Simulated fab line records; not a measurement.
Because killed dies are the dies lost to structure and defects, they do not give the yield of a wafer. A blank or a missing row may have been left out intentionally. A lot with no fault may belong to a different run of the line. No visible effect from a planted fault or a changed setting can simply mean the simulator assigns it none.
Which of the tools did it?	flow sfq line	Sampling: 14 lots, 42 wafers, 4 of 325 route steps

## WHAT THE GAUGES READ, wafer by wafer
SFQ_L0V_OVL_MEAS_903.
lot	measured	on	L0V_OVL (nm)
L548	day 7 08:07	overlay-01	4 7 0
L549	day 7 12:56	overlay-02	3 1 5
L550	day 7 20:08	overlay-02	-2 0 3
L551	day 8 07:20	overlay-02	0 4 7
L553	day 9 01:20	overlay-02	2 6 10
L554	day 9 06:08	overlay-01	2 2 0
L555	day 9 10:55	overlay-02	0 -3 -1
L556	day 9 14:31	overlay-02	5 -2 -2
L557	day 9 21:14	overlay-01	4 2 3
L558	day 9 23:38	overlay-01	7 3 3
L566	day 12 14:10	overlay-02	3 2 0
L567	day 12 18:57	overlay-01	6 10 10
L568	day 13 00:57	overlay-02	-3 -2 -4
L571	day 14 00:57	overlay-01	-3 -1 -2

SFQ_JJ_RS_MEAS_929: uses a four-point probe to measure.
lot	measured	on	JJ_NB_RS (ohm/sq)
L548	day 50 10:43	film metro-04	1.059 1.053 1.055
L549	day 50 15:32	film metro-03	1.051 1.046 1.035
L550	day 50 17:49	film metro-03	1.047 1.063 1.056
L551	day 50 20:00	film metro-03	1.037 1.045 1.043
L553	day 52 20:04	film metro-04	1.059 1.055 1.048
L554	day 52 21:14	film metro-02	1.063 1.051 1.039
L555	day 52 23:37	film metro-04	1.047 1.035 1.044
L556	day 53 00:49	film metro-02	1.050 1.045 1.070
L557	day 53 10:26	film metro-02	1.053 1.051 1.060
L558	day 53 22:36	film metro-04	1.053 1.057 1.051
L566	day 55 08:32	film metro-04	1.036 1.033 1.030
L567	day 55 12:04	film metro-03	1.042 1.041 1.048
L568	day 55 23:17	film metro-04	1.033 1.046 1.037
L571	day 56 09:28	film metro-02	1.034 1.027 1.033

## WHICH TOOL RAN EACH LOT (tool, then ch and the chambers of the sampled wafers, then the start)
lot	SFQ_TRILAYER_I1_METRO_MEASURE_047	SFQ_TRILAYER_I4_VIA_LITHO_DEVELOP_105
L548	film metro-01, day 22 08:17	litho track-03 ch 0, day 50 08:23
L549	film metro-01, day 22 20:10	litho track-02 ch 0, day 50 13:13
L550	film metro-04, day 23 08:39	litho track-01 ch 0, day 50 15:31
L551	film metro-01, day 23 23:52	litho track-01 ch 0, day 50 17:41
L553	film metro-04, day 25 08:22	litho track-03 ch 0, day 52 17:46
L554	film metro-02, day 25 12:46	litho track-01 ch 0, day 52 18:55
L555	film metro-01, day 26 00:33	litho track-02 ch 0, day 52 21:17
L556	film metro-02, day 26 10:53	litho track-01 ch 0, day 52 22:29
L557	film metro-01, day 27 05:16	litho track-01 ch 0, day 53 08:07
L558	film metro-02, day 27 13:05	litho track-03 ch 0, day 53 20:17
L566	film metro-04, day 29 05:36	litho track-02, day 55 06:14
L567	film metro-02, day 29 06:05	litho track-03, day 55 09:45
L568	film metro-04, day 29 08:12	litho track-01 ch 0, day 55 20:58
L571	film metro-02, day 29 15:15	litho track-02 ch 0, day 56 06:32
- SFQ_TRILAYER_I1_METRO_MEASURE_047
- SFQ_TRILAYER_I4_VIA_LITHO_DEVELOP_105: time 60 s.

## AS READ BY THE TOOLS THEMSELVES (means over the sampled wafers that have a number; for cases with no such wafer, the mark the record gives instead)
SFQ_TRILAYER_I1_METRO_MEASURE_047.
lot	tool	thk nm (nm)
L548	film metro-01	200.6
L549	film metro-01	202.0
L550	film metro-04	199.4
L551	film metro-01	202.2
L553	film metro-04	198.7
L554	film metro-02	198.6
L555	film metro-01	199.9
L556	film metro-02	200.3
L557	film metro-01	200.8
L558	film metro-02	201.6
L566	film metro-04	198.0
L567	film metro-02	201.2
L568	film metro-04	198.7
L571	film metro-02	200.0

SFQ_TRILAYER_I4_VIA_LITHO_DEVELOP_105.
lot	tool	chill plate temp C (C)	exhaust pa (Pa)
L548	litho track-03	23.07	45.0
L549	litho track-02	22.96	45.6
L550	litho track-01	22.97	44.5
L551	litho track-01	22.94	43.6
L553	litho track-03	23.02	44.7
L554	litho track-01	23.01	44.3
L555	litho track-02	22.92	45.8
L556	litho track-01	22.94	46.0
L557	litho track-01	22.95	46.0
L558	litho track-03	22.97	44.0
L566	litho track-02	-	-
L567	litho track-03	-	-
L568	litho track-01	23.07	44.8
L571	litho track-02	22.99	44.4

## THE ANSWER, worked out from the rows above alone
Rule: the lots themselves supply what counts as usual. The widest of any qualifying gaps counts: lots, ordered by their means at a reading, are off when they make up no more than a third of the lots, leave a main group of 4 or more, and stand apart from it by 3 or more times the standard deviation of that group's means. The tables above print the reading to a certain number of digits; a main group whose means all agree to those digits is not used. A lot without any number at a reading at which 4 lots or more have one is off too. All remaining lots with rows at the step are treated as sound. After the gauges, taken in route order, come the tools' own readings; for these a lot's mean is taken, as printed above. The first step at which some lot is off is used, and at that step the reading that is off furthest; a lot without a number counts as furthest.
Off: L566, L567 (SFQ_TRILAYER_I4_VIA_LITHO_DEVELOP_105, chill plate temp C). Without a number there: L566, L567. For the main group the mean is 22.98 C and the standard deviation 0.047.
If a tool, at that step or one of the process steps before it, ran each lot that is off and ran no sound lot following the first of them, it fits. Of those tried, none fits.

## WHAT THE SIMULATOR PUT IN
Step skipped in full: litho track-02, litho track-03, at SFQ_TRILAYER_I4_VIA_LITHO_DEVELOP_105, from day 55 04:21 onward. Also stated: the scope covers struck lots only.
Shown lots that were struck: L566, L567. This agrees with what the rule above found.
